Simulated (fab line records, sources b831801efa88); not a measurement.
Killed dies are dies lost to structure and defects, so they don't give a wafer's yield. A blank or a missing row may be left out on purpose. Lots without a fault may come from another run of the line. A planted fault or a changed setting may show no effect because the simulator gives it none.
Which tool did it? | flow gf180mcu | 6 lots, 18 wafers sampled, at 1 step of a route of 602

WHAT THE GAUGES READ, wafer by wafer
GF_V4_BOW_MEAS_05.
lot  | measured     | on            | V4_BOW (um)
L467 | day 24 10:37 | film_metro-01 | 129 123 121
L471 | day 26 03:16 | film_metro-03 | 128 123 138
L473 | day 26 17:25 | film_metro-03 | 155 136 141
L478 | day 28 14:49 | film_metro-04 | 127 128 120
L480 | day 28 19:16 | film_metro-03 | 142 150 149
L487 | day 30 18:43 | film_metro-03 | 137 135 131

WHICH TOOL RAN EACH LOT (tool, then ch and the chambers of the sampled wafers, then the start)
The record holds no process step before these readings.

THE ANSWER, worked out from the rows above alone
Rule: what is usual is taken from the lots themselves. Put in order of their means at a reading, lots are off if they are a third of the lots or fewer, leave a main group of 4 or more, and stand apart from it by a gap of 3 or more times the standard deviation of the main group's means; of several such gaps the widest counts. A main group whose means are all the same, to the digits that the tables above print for the reading, isn't used. A lot without any number at a reading at which 4 lots or more have one is off too. The other lots that the step has rows for count as sound.
No lot is off at any reading shown: from this, nothing can be told.

WHAT THE SIMULATOR HAD PUT IN
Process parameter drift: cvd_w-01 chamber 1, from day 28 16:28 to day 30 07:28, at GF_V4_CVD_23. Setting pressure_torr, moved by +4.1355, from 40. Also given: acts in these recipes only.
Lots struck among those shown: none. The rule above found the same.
